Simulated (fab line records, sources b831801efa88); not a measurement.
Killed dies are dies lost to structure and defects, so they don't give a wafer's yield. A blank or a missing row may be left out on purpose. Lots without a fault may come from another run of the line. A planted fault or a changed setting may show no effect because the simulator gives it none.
A struck lot beside a sound one | flow gf180mcu | 14 steps out of a route of 602
Sound: wafers L904.2, L904.3, L904.4. Struck: wafer L909.5. (L909.4 of the same lot was not struck and is left out.) The cause comes at the end.
At each step with rows: each side's tool, then ch and its chambers, then its first start. Under that, the readings that differ: sound wafers | struck wafers | difference of the means | sigmas: that difference in standard deviations of wafers without a fault.
alike: readings whose means differ by less than 2 such deviations, and words and numbers that are the same on both sides. not compared: withheld readings, readings that some wafer has no value for, bounds like >300 that may hide the same value, and numbers for which the record gives no deviation and whose values overlap.
The two part at a step that has a row with sigmas, a row that says differs or no value, or rows on one side only. Numbers that don't overlap but have no deviation are shown without sigmas and don't part them. A reading that every wafer of one side lacks parts them only if that side has two wafers or more.

first, 3 steps without rows for these wafers: GF_V5_EXPOSE_11 (exposes mask Via5, target cd 260 nm); GF_V5_PEB_12 (peb time 90 s); GF_V5_DEVELOP_13 (develop time 60 s).
GF_V5_CD_MEAS_14: target cd 260 nm.
  sound on cd_sem-01, day 28 01:14; struck on cd_sem-02, day 29 16:29
  alike: cd_nm
GF_V5_OVL_MEAS_15:
  sound on overlay-01, day 28 01:21; struck on overlay-01, day 29 16:34
  alike: V5_OVL
GF_V5_ETCH_16: etches BARC in N2/H2.
  sound on rie_diel-03 ch 1,2,3, day 28 01:23; struck on rie_diel-02 ch 1, day 29 16:35
  reading               | sound             | struck | difference | sigmas
  oes_product_au (a.u.) | 0.856 0.864 0.861 | 0.848  | -0.012     | -3
  alike: drypump_motor_current_A, throttle_valve_pct
GF_V5_ETCH_17: etches SiO2 in C4F8/O2/Ar, stops on TiN, target depth 855 nm.
  sound on rie_diel-03 ch 1,2,3; struck on rie_diel-02 ch 1
  alike: oes_product_au
GF_V5_STRIP_18: strips in O2/N2.
  sound on plasma_asher-02 ch 0,1, day 28 01:32; struck on plasma_asher-04 ch 1, day 29 16:47
  alike: drypump_motor_current_A, heater_power_w, oes_product_au
  not compared: rf_hours_counter_h
then, 2 steps without rows for these wafers: GF_V5_STRIP_19 (strips in post etch residue remover, time 1200 s); GF_V5_CLEAN_20 (cleans in DIW).
GF_V5_SPUTTER_21: material Ti, target thk 15 nm, time 80.02 s.
  sound on pvd_sputter-03, day 28 02:04; struck on pvd_sputter-03, day 29 17:19
  alike: throttle_valve_pct
GF_V5_SPUTTER_22: material TiN, target thk 10 nm, time 40 s.
  sound on pvd_sputter-03, day 28 02:08; struck on pvd_sputter-03, day 29 17:22
  alike: throttle_valve_pct
GF_V5_CVD_23: deposits W, target thk 350 nm, time 104.9 s.
  sound on cvd_w-01 ch 0,1, day 28 02:10; struck on cvd_w-01 ch 1, day 29 17:25
  reading                          | sound             | struck | difference | sigmas
  model.W_of_V5_CVD_23.thk_nm (nm) | 349.9 347.7 347.2 | 361.2  | +12.9      |
  alike: chamber_pressure_Torr, heater_power_w
GF_V5_RS_MEAS_24: measures by four-point-probe.
  sound on film_metro-01, day 28 02:18; struck on film_metro-02, day 29 17:34
  reading          | sound             | struck | difference | sigmas
  V5_W_RS (ohm/sq) | 0.327 0.329 0.330 | 0.316  | -0.013     | -3

WHERE THEY PART
First at GF_V5_ETCH_16; last, within this record, at GF_V5_RS_MEAS_24.

WHY: what the simulator had put in
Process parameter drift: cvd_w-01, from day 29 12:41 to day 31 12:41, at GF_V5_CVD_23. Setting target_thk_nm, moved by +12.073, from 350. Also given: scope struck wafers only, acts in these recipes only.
